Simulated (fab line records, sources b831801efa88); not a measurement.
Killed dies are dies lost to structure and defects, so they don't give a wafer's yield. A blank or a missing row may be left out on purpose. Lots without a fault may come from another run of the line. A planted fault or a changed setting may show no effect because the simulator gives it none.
Which tool did it? | flow gf180mcu | 24 lots, 72 wafers sampled, at 6 steps of a route of 602

WHAT THE GAUGES READ, wafer by wafer
GF_M2_THK_MEAS_06: measures by xrf.
lot  | measured     | on            | M2_ALCU_THK (nm)
L074 | day 18 01:30 | film_metro-03 | 468 463 468
L075 | day 18 12:14 | film_metro-02 | 464 462 465
L076 | day 18 21:28 | film_metro-02 | 460 462 455
L077 | day 19 01:56 | film_metro-03 | 459 460 459
L078 | day 19 19:14 | film_metro-03 | 459 462 462
L079 | day 20 01:28 | film_metro-04 | 464 461 462
L080 | day 20 13:40 | film_metro-03 | 457 451 456
L081 | day 21 07:24 | film_metro-03 | 448 456 453
L082 | day 21 09:22 | film_metro-02 | 462 461 458
L083 | day 21 19:35 | film_metro-04 | 463 462 463
L084 | day 22 05:59 | film_metro-04 | 467 466 466
L085 | day 22 12:46 | film_metro-03 | 467 464 461
L086 | day 22 18:50 | film_metro-03 | 467 470 462
L087 | day 23 01:10 | film_metro-04 | 455 457 460
L088 | day 23 12:43 | film_metro-02 | 454 460 461
L089 | day 23 17:23 | film_metro-02 | 463 472 468
L090 | day 24 00:55 | film_metro-02 | 464 461 455
L091 | day 24 07:11 | film_metro-03 | 459 459 458
L092 | day 24 13:41 | film_metro-04 | 452 442 453
L093 | day 25 01:20 | film_metro-02 | 469 462 455
L094 | day 25 10:20 | film_metro-03 | 457 457 453
L095 | day 25 15:52 | film_metro-04 | 459 469 463
L096 | day 25 20:21 | film_metro-02 | 447 456 459
L097 | day 26 02:13 | film_metro-03 | 464 464 453

GF_V2_OVL_MEAS_15.
lot  | measured     | on         | V2_OVL (nm)
L074 | day 20 03:09 | overlay-01 | -3 1 -4
L075 | day 20 13:47 | overlay-01 | -6 -7 -7
L076 | day 20 23:34 | overlay-01 | 9 -1 4
L077 | day 21 03:27 | overlay-02 | -8 -8 -3
L078 | day 21 21:07 | overlay-01 | -15 -3 1
L079 | day 22 02:26 | overlay-02 | -15 0 -9
L080 | day 22 14:04 | overlay-02 | 5 -1 -3
L081 | day 23 07:33 | overlay-02 | 6 -3 5
L082 | day 23 10:22 | overlay-02 | 6 2 -4
L083 | day 23 19:19 | overlay-02 | -8 -10 -16
L084 | day 24 04:40 | overlay-01 | -7 -6 -14
L085 | day 24 10:31 | overlay-01 | -5 2 0
L086 | day 24 17:10 | overlay-01 | -12 -8 -6
L087 | day 24 22:21 | overlay-02 | -2 -1 -6
L088 | day 25 09:37 | overlay-01 | 9 3 5
L089 | day 25 13:32 | overlay-01 | -2 3 -3
L090 | day 25 20:45 | overlay-02 | -1 -4 -5
L091 | day 26 03:54 | overlay-02 | 4 -2 -2
L092 | day 26 08:31 | overlay-02 | -4 -6 -5
L093 | day 26 19:50 | overlay-01 | -2 3 3
L094 | day 27 05:03 | overlay-02 | -1 0 4
L095 | day 27 10:52 | overlay-01 | 3 -8 -1
L096 | day 27 15:07 | overlay-01 | -2 7 -2
L097 | day 27 20:49 | overlay-01 | -2 -1 -9

GF_M4_THK_MEAS_06: measures by xrf.
lot  | measured     | on            | M4_ALCU_THK (nm)
L074 | day 22 07:05 | film_metro-03 | 455 452 461
L075 | day 22 17:53 | film_metro-03 | 468 470 460
L076 | day 23 02:50 | film_metro-03 | 462 455 461
L077 | day 23 06:05 | film_metro-03 | 459 456 467
L078 | day 23 23:44 | film_metro-03 | 467 464 462
L079 | day 24 05:14 | film_metro-02 | 444 448 450
L080 | day 24 15:58 | film_metro-03 | 455 459 463
L081 | day 25 08:32 | film_metro-03 | 465 457 455
L082 | day 25 11:01 | film_metro-04 | 457 459 459
L083 | day 25 19:50 | film_metro-04 | 459 460 463
L084 | day 26 04:38 | film_metro-03 | 453 455 454
L085 | day 26 09:50 | film_metro-04 | 458 464 457
L086 | day 26 17:32 | film_metro-02 | 465 468 464
L087 | day 26 20:56 | film_metro-04 | 463 458 456
L088 | day 27 07:46 | film_metro-02 | 463 461 467
L089 | day 27 12:16 | film_metro-02 | 454 453 452
L090 | day 27 17:30 | film_metro-03 | 453 451 455
L091 | day 28 02:11 | film_metro-02 | 454 453 450
L092 | day 28 05:38 | film_metro-02 | 465 457 457
L093 | day 28 16:32 | film_metro-04 | 454 460 458
L094 | day 28 23:59 | film_metro-04 | 468 468 463
L095 | day 29 09:02 | film_metro-02 | 465 470 463
L096 | day 29 12:09 | film_metro-02 | 453 453 447
L097 | day 29 15:48 | film_metro-04 | 455 457 458

GF_M5_OVL_MEAS_08.
lot  | measured     | on         | M5_OVL (nm)
L074 | day 26 03:24 | overlay-02 | -5 3 -7
L075 | day 26 13:00 | overlay-01 | 6 4 7
L076 | day 26 20:48 | overlay-01 | -9 -5 1
L077 | day 26 22:39 | overlay-01 | -2 3 -2
L078 | day 27 15:08 | overlay-02 | -2 -5 0
L079 | day 27 20:59 | overlay-02 | -12 -7 -14
L080 | day 28 05:44 | overlay-01 | -10 -10 -6
L081 | day 28 19:06 | overlay-01 | -9 0 4
L082 | day 28 22:19 | overlay-01 | -14 -7 -4
L083 | day 29 07:06 | overlay-01 | -2 2 1
L084 | day 29 13:52 | overlay-02 | -12 -8 -7
L085 | day 29 18:49 | overlay-01 | -8 -5 -5
L086 | day 30 03:56 | overlay-02 | 2 4 7
L087 | day 30 05:57 | overlay-01 | 4 5 1
L088 | day 30 14:48 | overlay-01 | 1 -7 -2
L089 | day 30 21:23 | overlay-02 | -11 -10 -13
L090 | day 31 02:07 | overlay-01 | 1 -3 -1
L091 | day 31 06:00 | overlay-02 | -6 -3 0
L092 | day 31 10:58 | overlay-02 | -8 -7 -10
L093 | day 31 21:45 | overlay-01 | -2 -1 -8
L094 | day 32 02:32 | overlay-02 | -2 -2 -6
L095 | day 32 11:03 | overlay-02 | -5 -9 -9
L096 | day 32 15:49 | overlay-02 | -9 -15 -6
L097 | day 32 17:08 | overlay-01 | 2 -7 3

WHICH TOOL RAN EACH LOT (tool, then ch and the chambers of the sampled wafers, then the start)
lot  | GF_HV_LDD_STRIP_49                   | GF_M3_SPUTTER_03
L074 | plasma_asher-03 ch 0,1, day 12 06:35 | pvd_sputter-02, day 20 04:43
L075 | plasma_asher-02 ch 0,1, day 12 15:41 | pvd_sputter-01, day 20 15:21
L076 | plasma_asher-04 ch 0,1, day 12 22:05 | pvd_sputter-02, day 21 01:07
L077 | plasma_asher-02 ch 0,1, day 13 03:19 | pvd_sputter-01, day 21 05:01
L078 | plasma_asher-04 ch 0,1, day 13 17:17 | pvd_sputter-03, day 21 22:40
L079 | plasma_asher-02 ch 0,1, day 13 23:11 | pvd_sputter-02, day 22 03:59
L080 | plasma_asher-04 ch 0,1, day 14 08:32 | pvd_sputter-01, day 22 15:41
L081 | plasma_asher-03 ch 0,1, day 15 01:12 | pvd_sputter-01, day 23 09:05
L082 | plasma_asher-02 ch 0,1, day 15 03:19 | pvd_sputter-02, day 23 11:54
L083 | plasma_asher-03 ch 0, day 15 12:14   | pvd_sputter-03, day 23 20:54
L084 | plasma_asher-02 ch 0,1, day 15 20:44 | pvd_sputter-03, day 24 06:12
L085 | plasma_asher-02 ch 0,1, day 16 04:07 | pvd_sputter-03, day 24 12:05
L086 | plasma_asher-03 ch 0,1, day 16 11:20 | pvd_sputter-01, day 24 18:48
L087 | plasma_asher-02 ch 0,1, day 16 15:47 | pvd_sputter-01, day 24 23:54
L088 | plasma_asher-04 ch 0,1, day 17 02:11 | pvd_sputter-03, day 25 11:13
L089 | plasma_asher-02 ch 0,1, day 17 08:00 | pvd_sputter-01, day 25 15:22
L090 | plasma_asher-02 ch 0,1, day 17 18:11 | pvd_sputter-01, day 25 22:17
L091 | plasma_asher-04 ch 1, day 18 00:12   | pvd_sputter-01, day 26 05:31
L092 | plasma_asher-02 ch 0,1, day 18 06:47 | pvd_sputter-01, day 26 10:04
L093 | plasma_asher-03 ch 0,1, day 18 19:48 | pvd_sputter-01, day 26 21:23
L094 | plasma_asher-04 ch 0,1, day 19 04:59 | pvd_sputter-01, day 27 06:40
L095 | plasma_asher-02 ch 0,1, day 19 09:42 | pvd_sputter-01, day 27 12:26
L096 | plasma_asher-03 ch 0,1, day 19 16:07 | pvd_sputter-03, day 27 16:58
L097 | plasma_asher-02 ch 0,1, day 19 23:36 | pvd_sputter-01, day 27 22:38
- GF_HV_LDD_STRIP_49: strips in O2/N2.
- GF_M3_SPUTTER_03: material Ti, target thk 10 nm, time 6.7 s.

WHAT THE TOOLS THEMSELVES READ (means of the sampled wafers that have a number; where no wafer has one, the mark that the record gives instead)
GF_HV_LDD_STRIP_49.
lot  | tool            | drypump_motor_current_A (A) | heater_power_w (W) | oes_product_au (a.u.) | strip_time_to_endpoint_s (s)
L074 | plasma_asher-03 | 6.04                        | 278                | 0.713                 | 12.63
L075 | plasma_asher-02 | 5.80                        | 369                | 0.713                 | 12.70
L076 | plasma_asher-04 | 5.55                        | 336                | 0.715                 | 12.62
L077 | plasma_asher-02 | 5.81                        | 368                | 0.717                 | 12.64
L078 | plasma_asher-04 | 5.81                        | 361                | 0.719                 | 12.65
L079 | plasma_asher-02 | 5.78                        | 373                | 0.713                 | 12.68
L080 | plasma_asher-04 | 5.55                        | 329                | 0.716                 | 12.67
L081 | plasma_asher-03 | 6.07                        | 288                | 0.712                 | 12.66
L082 | plasma_asher-02 | 5.93                        | 358                | 0.719                 | 12.64
L083 | plasma_asher-03 | 5.98                        | 266                | 0.718                 | 12.65
L084 | plasma_asher-02 | 5.80                        | 371                | 0.714                 | 12.57
L085 | plasma_asher-02 | 5.81                        | 370                | 0.715                 | 12.60
L086 | plasma_asher-03 | 6.02                        | 273                | 0.712                 | 12.63
L087 | plasma_asher-02 | 5.81                        | 370                | 0.715                 | 12.62
L088 | plasma_asher-04 | 5.81                        | 362                | 0.715                 | 12.62
L089 | plasma_asher-02 | 5.98                        | 355                | 0.715                 | 12.62
L090 | plasma_asher-02 | 5.79                        | 364                | 0.710                 | 12.58
L091 | plasma_asher-04 | 6.05                        | 390                | 0.718                 | 12.61
L092 | plasma_asher-02 | 5.80                        | 370                | 0.719                 | 12.61
L093 | plasma_asher-03 | 6.08                        | 293                | 0.716                 | 12.64
L094 | plasma_asher-04 | 5.82                        | 368                | 0.716                 | 12.60
L095 | plasma_asher-02 | 5.98                        | 358                | 0.710                 | 12.67
L096 | plasma_asher-03 | 6.03                        | 281                | 0.713                 | 12.57
L097 | plasma_asher-02 | 5.97                        | 356                | 0.712                 | 12.63

GF_M3_SPUTTER_03.
lot  | tool           | throttle_valve_pct (%)
L074 | pvd_sputter-02 | 31.2
L075 | pvd_sputter-01 | 29.6
L076 | pvd_sputter-02 | 31.8
L077 | pvd_sputter-01 | 29.9
L078 | pvd_sputter-03 | 29.1
L079 | pvd_sputter-02 | 31.4
L080 | pvd_sputter-01 | 30.0
L081 | pvd_sputter-01 | 30.2
L082 | pvd_sputter-02 | 30.4
L083 | pvd_sputter-03 | 28.7
L084 | pvd_sputter-03 | 29.3
L085 | pvd_sputter-03 | 28.8
L086 | pvd_sputter-01 | 29.9
L087 | pvd_sputter-01 | 30.0
L088 | pvd_sputter-03 | 28.9
L089 | pvd_sputter-01 | 29.7
L090 | pvd_sputter-01 | 30.4
L091 | pvd_sputter-01 | 29.9
L092 | pvd_sputter-01 | 30.0
L093 | pvd_sputter-01 | 30.1
L094 | pvd_sputter-01 | 30.1
L095 | pvd_sputter-01 | 29.7
L096 | pvd_sputter-03 | 29.4
L097 | pvd_sputter-01 | 30.2

THE ANSWER, worked out from the rows above alone
Rule: what is usual is taken from the lots themselves. Put in order of their means at a reading, lots are off if they are a third of the lots or fewer, leave a main group of 4 or more, and stand apart from it by a gap of 3 or more times the standard deviation of the main group's means; of several such gaps the widest counts. A main group whose means are all the same, to the digits that the tables above print for the reading, isn't used. A lot without any number at a reading at which 4 lots or more have one is off too. The other lots that the step has rows for count as sound. The gauges are gone through in route order, then the tools' own readings, and for those a lot's mean is taken as printed above. The first step at which some lot is off is used, and at that step the reading that is off furthest; a lot without a number counts as furthest.
No lot is off at any reading shown: from this, nothing can be told.

WHAT THE SIMULATOR HAD PUT IN
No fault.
